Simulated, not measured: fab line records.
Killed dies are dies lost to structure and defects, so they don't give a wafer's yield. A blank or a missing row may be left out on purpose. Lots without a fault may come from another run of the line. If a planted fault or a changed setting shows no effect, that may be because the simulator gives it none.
Which tool did it?    flow gf180mcu    13 lots, 39 wafers sampled, at 4 steps of a route of 602

## WHAT THE GAUGES SHOWED, per wafer
GF_TOP_METAL_THK_MEAS_06: measures by xrf. Usual: TOP_METAL_ALCU_THK gives 896 nm (standard deviation 11).
lot   measured      on             TOP_METAL_ALCU_THK (nm)  flag
L134  day 27 04:01  film_metro-01  891 887 890              
L135  day 27 08:51  film_metro-01  897 893 892              
L136  day 28 06:47  film_metro-02  900 889 895              
L137  day 28 08:20  film_metro-01  898 894 902              
L139  day 28 19:58  film_metro-03  903 907 897              
L140  day 29 01:26  film_metro-02  892 897 891              
L142  day 29 14:22  film_metro-01  895 897 882              
L143  day 30 03:16  film_metro-03  878 887 893              
L144  day 30 10:05  film_metro-03  888 901 877              
L148  day 31 17:04  film_metro-01  920 912 927              
L155  day 33 04:03  film_metro-03  874 875 873              
L156  day 33 10:22  film_metro-03  888 900 888              
L157  day 33 15:44  film_metro-01  911 905 918              

GF_PASSIVATION_THK_MEAS_01. Usual: PASSIVATION_CVD_00_THK gives 1002 nm (standard deviation 15).
lot   measured      on             PASSIVATION_CVD_00_THK (nm)  flag
L134  day 28 01:05  film_metro-02  1006 1000 1021               
L135  day 28 05:07  film_metro-01  983 997 995                  
L136  day 29 02:37  film_metro-02  1015 1035 1038               
L137  day 29 04:27  film_metro-01  989 990 1000                 
L139  day 29 15:05  film_metro-02  999 1009 1028                
L140  day 29 20:37  film_metro-02  986 993 1001                 
L142  day 30 10:01  film_metro-04  1000 1033 1018               
L143  day 30 21:55  film_metro-04  1008 1036 1013               
L144  day 31 04:51  film_metro-04  981 985 1014                 
L148  day 32 10:34  film_metro-04  998 985 1004                 
L155  day 33 20:22  film_metro-02  1001 1018 1015               
L156  day 34 02:08  film_metro-04  1004 1001 1011               
L157  day 34 07:52  film_metro-02  996 999 987                  

## WHICH TOOL RAN EACH LOT (tool, then ch and the chambers of the sampled wafers, then the start)
lot   GF_MIM_SPUTTER_01             GF_TOP_METAL_SPUTTER_01
L134  pvd_sputter-02, day 24 07:23  pvd_sputter-02, day 27 03:46
L135  pvd_sputter-02, day 24 13:33  pvd_sputter-02, day 27 08:37
L136  pvd_sputter-02, day 25 13:38  pvd_sputter-04, day 28 06:28
L137  pvd_sputter-02, day 25 14:00  pvd_sputter-02, day 28 08:05
L139  pvd_sputter-02, day 26 03:35  pvd_sputter-04, day 28 19:44
L140  pvd_sputter-02, day 26 09:49  pvd_sputter-02, day 29 01:11
L142  pvd_sputter-04, day 27 01:55  pvd_sputter-01, day 29 14:07
L143  pvd_sputter-02, day 27 14:09  pvd_sputter-01, day 30 03:02
L144  pvd_sputter-04, day 27 20:34  pvd_sputter-04, day 30 09:47
L148  pvd_sputter-02, day 29 07:07  pvd_sputter-04, day 31 16:49
L155  pvd_sputter-04, day 30 20:22  pvd_sputter-01, day 33 03:47
L156  pvd_sputter-03, day 31 03:44  pvd_sputter-04, day 33 10:08
L157  pvd_sputter-04, day 31 11:08  pvd_sputter-01, day 33 15:30
- GF_MIM_SPUTTER_01: material TiN, target thk 30 nm, time 25 s.
- GF_TOP_METAL_SPUTTER_01: material TiN, target thk 30 nm, time 25 s.

## AS READ BY THE TOOLS THEMSELVES (means over the sampled wafers that have a number; for cases with no such wafer, the mark the record gives instead)
GF_MIM_SPUTTER_01. Usual: cathode_dc_power_W 6500.1 W, standard deviation 1.2; throttle_valve_pct 30.5 %, standard deviation 0.94.
lot   tool            cathode_dc_power_W (W)  throttle_valve_pct (%)  flag
L134  pvd_sputter-02  6499.6                  30.5                    
L135  pvd_sputter-02  6499.9                  31.1                    
L136  pvd_sputter-02  6499.0                  31.0                    
L137  pvd_sputter-02  6499.6                  30.5                    
L139  pvd_sputter-02  6500.9                  31.1                    
L140  pvd_sputter-02  6499.9                  30.4                    
L142  pvd_sputter-04  6500.8                  30.6                    
L143  pvd_sputter-02  6500.8                  30.8                    
L144  pvd_sputter-04  6499.4                  30.4                    
L148  pvd_sputter-02  6499.9                  30.4                    
L155  pvd_sputter-04  6500.5                  29.9                    
L156  pvd_sputter-03  6499.7                  30.6                    
L157  pvd_sputter-04  6499.6                  29.5                    

GF_TOP_METAL_SPUTTER_01. Usual: cathode_dc_power_W 6500.1 W, standard deviation 1.1; throttle_valve_pct 30.0 %, standard deviation 1.1.
lot   tool            cathode_dc_power_W (W)  throttle_valve_pct (%)  flag
L134  pvd_sputter-02  6500.1                  29.8                    
L135  pvd_sputter-02  6499.9                  31.0                    
L136  pvd_sputter-04  6500.1                  30.7                    
L137  pvd_sputter-02  6500.5                  31.2                    
L139  pvd_sputter-04  6500.0                  30.3                    
L140  pvd_sputter-02  6499.8                  30.4                    
L142  pvd_sputter-01  6500.3                  28.6                    
L143  pvd_sputter-01  6499.5                  28.5                    
L144  pvd_sputter-04  6500.2                  29.6                    
L148  pvd_sputter-04  6499.7                  30.9                    
L155  pvd_sputter-01  6499.9                  30.5                    
L156  pvd_sputter-04  6501.0                  30.0                    
L157  pvd_sputter-01  6500.4                  29.6                    

## THE ANSWER, worked out from the rows above alone
Rule: lot off if the mean of its wafers having a number is beyond 3 standard deviations from the usual mean. Also off: a lot with no number at a reading for which 4 or more lots have one. All remaining lots with rows at the step are treated as sound. The gauges are gone through in route order, then the tools' own readings, and for those a lot's mean is taken as printed above. The first step at which some lot is off is used, and at that step the reading that is off furthest; a lot without a number counts as furthest.
Nothing can be told from this: no lot is off at any reading shown.

## WHAT THE SIMULATOR HAD INSERTED
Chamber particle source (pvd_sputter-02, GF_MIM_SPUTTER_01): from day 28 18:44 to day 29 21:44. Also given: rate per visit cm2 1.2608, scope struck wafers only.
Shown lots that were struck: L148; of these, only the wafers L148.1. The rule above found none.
